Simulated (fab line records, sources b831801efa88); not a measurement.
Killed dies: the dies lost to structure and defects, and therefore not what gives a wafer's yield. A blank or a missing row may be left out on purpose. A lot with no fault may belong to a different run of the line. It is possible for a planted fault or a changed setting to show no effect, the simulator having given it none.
One fault through the eyes of 2 desks / flow sfqLine / only its own numbers are on each desk; what lay behind them is given at the end

== AT THE TOOL OWNER'S DESK: lithoTrack-03 ==
The tool's own readings at SFQ_TRILAYER_C5_LITHO_PEB_154 (peb time 60 s): means of the sampled wafers that have a number, for each lot that ran on this tool. A lot is out of limits, marked OUT, if its mean lies more than 4 standard deviations from the usual mean; the brackets give that distance.
Columns: A = chillPlateTempC at SFQ_TRILAYER_C5_LITHO_PEB_154, usual 23.02 C; B = exhaustPa at SFQ_TRILAYER_C5_LITHO_PEB_154, usual 45.0 Pa
lot=L350; first seen here=day 67 11:32; A=22.97; B=44.7
lot=L355; first seen here=day 68 09:14; A=22.86; B=44.7
lot=L356; first seen here=day 68 14:11; A=22.95; B=44.1
lot=L365; first seen here=day 71 22:07; A=23.15; B=44.6
lot=L369; first seen here=day 73 06:37; A=23.29; B=46.3
lot=L370; first seen here=day 73 12:37; A=23.09; B=45.1
This desk found nothing out of limits on any of the 6 lots.

== AT THE METROLOGY DESK ==
Means of the sampled wafers that have a number, per lot and without regard to the tool the lot ran on: this is what the gauges read. A lot is out of limits, marked OUT, if its mean lies more than 4 standard deviations from the usual mean; the brackets give that distance.
Columns: A = M4_OVL at SFQ_M4_OVL_MEAS_926, usual 1 nm
lot=L349; first seen here=day 45 12:05; A=-4
lot=L350; first seen here=day 45 21:53; A=-1
lot=L351; first seen here=day 46 02:23; A=-1
lot=L354; first seen here=day 46 10:55; A=7
lot=L355; first seen here=day 46 20:35; A=-4
lot=L356; first seen here=day 47 02:36; A=-4
lot=L358; first seen here=day 48 14:45; A=1
lot=L361; first seen here=day 49 14:28; A=-4
lot=L362; first seen here=day 49 21:30; A=5
lot=L363; first seen here=day 49 23:54; A=0
lot=L365; first seen here=day 50 13:19; A=2
lot=L368; first seen here=day 51 10:53; A=5
lot=L369; first seen here=day 51 19:20; A=6
lot=L370; first seen here=day 51 20:32; A=4
lot=L371; first seen here=day 52 20:24; A=1
This desk found nothing out of limits on any of the 15 lots.

== BROUGHT TOGETHER ==
The tool owner's desk saw nothing out of limits.
The metrology desk saw nothing out of limits.

== WHAT HAD BEEN PUT IN BY THE SIMULATOR ==
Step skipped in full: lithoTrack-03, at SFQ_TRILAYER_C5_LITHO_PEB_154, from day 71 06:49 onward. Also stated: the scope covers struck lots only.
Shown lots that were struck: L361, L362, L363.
